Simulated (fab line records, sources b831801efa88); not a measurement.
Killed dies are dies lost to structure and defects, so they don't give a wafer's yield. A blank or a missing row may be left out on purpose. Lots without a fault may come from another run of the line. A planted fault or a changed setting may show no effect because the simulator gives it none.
One fault seen from 2 desks | flow sfq_line | each desk has only its own numbers; what lay behind them comes last

THE TOOL OWNER'S DESK: krf_scanner-02
The tool's own readings at SFQ_TRILAYER_M7_LITHO_EXPOSE_178 (exposes mask M7, target cd 500 nm): means of the sampled wafers that have a number, for each lot that ran on this tool. A lot is out of limits, marked OUT, if its mean lies more than 4 standard deviations from the usual mean; the brackets give that distance.
Columns: A = exposure_dose_mJ_cm2 at SFQ_TRILAYER_M7_LITHO_EXPOSE_178, usual 14.402
lot  | first seen here | A
L967 | day 82 08:25    | 14.396
L968 | day 82 12:01    | 14.402
L969 | day 82 13:13    | 14.413
L980 | day 85 04:41    | 17.382 (+99 or more) OUT
L981 | day 86 15:17    | 17.418 (+99 or more) OUT
L982 | day 86 20:17    | 17.417 (+99 or more) OUT
L983 | day 87 02:29    | 17.416 (+99 or more) OUT
This desk's finding: out of limits on L980, L981, L982, L983; first on L980, day 85 04:41 (exposure_dose_mJ_cm2 at SFQ_TRILAYER_M7_LITHO_EXPOSE_178). In limits: L967, L968, L969.

THE METROLOGY DESK
What the gauges read, lot by lot, whatever tool the lot ran on: means of the sampled wafers that have a number. A lot is out of limits, marked OUT, if its mean lies more than 4 standard deviations from the usual mean; the brackets give that distance.
Columns: A = I6_OVL at SFQ_I6_OVL_MEAS_942, usual 0 nm
lot  | first seen here | A
L967 | day 78 03:58    | -6
L968 | day 78 06:22    | 2
L969 | day 78 08:17    | -5
L970 | day 78 10:16    | 0
L971 | day 78 17:08    | 1
L972 | day 78 23:07    | 8
L973 | day 79 04:16    | -6
L974 | day 79 11:08    | 3
L977 | day 80 03:35    | -7
L980 | day 80 18:53    | 1
L981 | day 82 17:05    | -8
L982 | day 82 18:17    | -1
L983 | day 82 21:53    | 8
L987 | day 89 01:38    | 1
L988 | day 90 07:07    | 5
L989 | day 90 08:19    | 8
This desk's finding: nothing out of limits on any of the 16 lots.

PUT TOGETHER
The tool owner's desk could have raised an alarm at day 85 04:41, on L980, L981, L982, L983.
The metrology desk saw nothing out of limits.
The metrology desk has L980, L981, L982, L983 on record, within its limits.
Of the lots named, all ran SFQ_TRILAYER_M7_LITHO_EXPOSE_178 on krf_scanner-02.

WHAT THE SIMULATOR HAD PUT IN
Process parameter drift: krf_scanner-02, from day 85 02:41 on, at SFQ_TRILAYER_M7_LITHO_EXPOSE_178. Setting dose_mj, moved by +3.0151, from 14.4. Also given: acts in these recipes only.
Lots struck among those shown: L980, L981, L982, L983.
Hours from the fault's start to each desk's first reading out of limits: the tool owner's desk, 2.
